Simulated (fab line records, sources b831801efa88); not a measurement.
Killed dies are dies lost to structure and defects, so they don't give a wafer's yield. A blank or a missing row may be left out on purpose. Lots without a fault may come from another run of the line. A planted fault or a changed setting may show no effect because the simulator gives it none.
Chamber matching | flow gf180mcu | GF_V1_CMP_04 on cmp-01: 4 sister chambers
The step polishes SiO2. 8 wafers are shown with their chamber, then 8 later ones without.

WAFERS WITH THEIR CHAMBER
wafer  | chamber | motor_current_A (A) | time_to_endpoint_s (s)
L277.2 | 3       | 10.8                | 77
L291.3 | 0       | 12.1                | 76
L291.6 | 3       | 10.4                | 75
L292.1 | 0       | 11.2                | 81
L293.5 | 2       | 11.0                | 87
L295.4 | 2       | 11.2                | 83
L295.5 | 1       | 12.9                | 75
L296.1 | 1       | 12.3                | 70

WAFERS WITHOUT THEIR CHAMBER
wafer  | motor_current_A (A) | time_to_endpoint_s (s)
L296.2 | 11.4                | 68
L296.3 | 10.5                | 66
L297.3 | 11.3                | 76
L297.4 | 10.8                | 77
L297.5 | 10.9                | 76
L298.2 | 12.4                | 76
L298.3 | 12.0                | 75
L298.4 | 11.1                | 81

WHICH CHAMBER EACH WENT THROUGH
wafer  | from the rows above          | in truth
L296.2 | can't be placed: 1 or 3 or 0 | 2
L296.3 | can't be placed: 3 or 0      | 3
L297.3 | can't be placed: 0 or 3 or 2 | 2
L297.4 | can't be placed: 3 or 0      | 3
L297.5 | can't be placed: 3 or 0      | 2
L298.2 | can't be placed: 1 or 0      | 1
L298.3 | can't be placed: 0 or 1 or 3 | 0
L298.4 | can't be placed: 2 or 0 or 3 | 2
Placed correctly: 0 of 8. Can't be placed from these rows: 8 (the true chamber is among the candidates in 6). Placed wrongly: 0.
How it was worked out, from the rows above alone: a wafer's distance from a chamber is the root of the sum, over the readings, of the square of ((its reading less the chamber's mean) divided by the reading's scatter). The wafer belongs to the nearest chamber; if the next one is less than 2 further off, it can't be placed. A chamber's mean is the mean of its shown wafers. The scatter: the root of (the sum of the squares of (reading less its chamber's mean) over the shown wafers, divided by (wafers less chambers)).
